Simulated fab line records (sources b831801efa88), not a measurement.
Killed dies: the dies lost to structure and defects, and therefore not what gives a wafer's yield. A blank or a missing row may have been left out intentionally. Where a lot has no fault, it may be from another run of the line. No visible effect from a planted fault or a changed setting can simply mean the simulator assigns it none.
A lot that was struck, set against a sound lot ; flow gf180mcu ; 14 steps out of a route of 602
Sound: the wafers L443.1, L443.3, L443.5. Struck: wafer L452.1. (L452.2, L452.4 of the same lot were not struck and are left out.) The cause comes at the end.
At each step with rows: each side's tool, then ch and its chambers, then its first start. Under that, the readings that differ: sound wafers ; struck wafers ; difference of the means ; sigmas: that difference in standard deviations of wafers without a fault.
alike: readings whose means differ by less than 2 such deviations, and words and numbers that are the same on both sides. not compared: withheld readings, readings that some wafer has no value for, bounds like >300 that may hide the same value, and numbers for which the record gives no deviation and whose values overlap.
The two part at a step that has a row with sigmas, a row that says differs or no value, or rows on one side only. Numbers that don't overlap but have no deviation are shown without sigmas and don't part them. A reading that every wafer of one side lacks parts them only if that side has two wafers or more.

first, 5 steps without rows for these wafers: GF_V1_COAT_09 (resist thk 1000 nm); GF_V1_SOFTBAKE_10 (time 60 s); GF_V1_EXPOSE_11 (exposes mask Via1, target cd 260 nm); GF_V1_PEB_12 (peb time 90 s); GF_V1_DEVELOP_13 (develop time 60 s).
GF_V1_CD_MEAS_14 targets a cd of 260 nm.
  sound on cd sem-02, day 17 23:43; struck on cd sem-01, day 22 13:17
  alike: cd nm
GF_V1_OVL_MEAS_15:
  sound on overlay-01, day 17 23:50; struck on overlay-01, day 22 13:24
  alike: V1_OVL
GF_V1_ETCH_16: etches BARC in N2/H2.
  sound on rie diel-03 ch 1,2,3, day 17 23:52; struck on rie diel-04 ch 3, day 22 13:26
reading;sound;struck;difference;sigmas
drypump motor current A (A);5.3 6.0 6.2;4.7;-1.1;-2
  alike: bias w, oes product au, throttle valve pct
GF_V1_ETCH_17: etches SiO2 in C4F8/O2/Ar, stops on TiN, target depth 630 nm.
  sound on rie diel-03 ch 1,2,3; struck on rie diel-04 ch 3
  alike: bias w, oes product au
GF_V1_STRIP_18: strips in O2/N2.
  sound on plasma asher-01 ch 0,1, day 18 00:00; struck on plasma asher-02 ch 0, day 22 13:34
  alike: drypump motor current A, heater power w, oes product au
  not compared: rf hours counter h
then, 2 steps without rows for these wafers: GF_V1_STRIP_19 (strips in post etch residue remover, time 1200 s); GF_V1_CLEAN_20 (cleans in DIW).
GF_V1_SPUTTER_21: material Ti, target thk 15 nm, time 80.02 s.
  sound on pvd sputter-02, day 18 00:36; struck on pvd sputter-03, day 22 14:05
reading;sound;struck;difference;sigmas
model.Ti_of_V1_SPUTTER_21.thk nm (nm);14.77 15.14 14.96;21.87;+6.91;
  alike: cathode dc power W, throttle valve pct
GF_V1_SPUTTER_22: material TiN, target thk 10 nm, time 40 s.
  sound on pvd sputter-02, day 18 00:40; struck on pvd sputter-03, day 22 14:10
  alike: cathode dc power W, throttle valve pct

## WHERE THEY PART
Within this record, at GF_V1_ETCH_16 only. Later steps at which nothing parts them and some readings are alike: GF_V1_ETCH_17, GF_V1_STRIP_18, GF_V1_SPUTTER_21, GF_V1_SPUTTER_22.

WHY: the cause the simulator had injected
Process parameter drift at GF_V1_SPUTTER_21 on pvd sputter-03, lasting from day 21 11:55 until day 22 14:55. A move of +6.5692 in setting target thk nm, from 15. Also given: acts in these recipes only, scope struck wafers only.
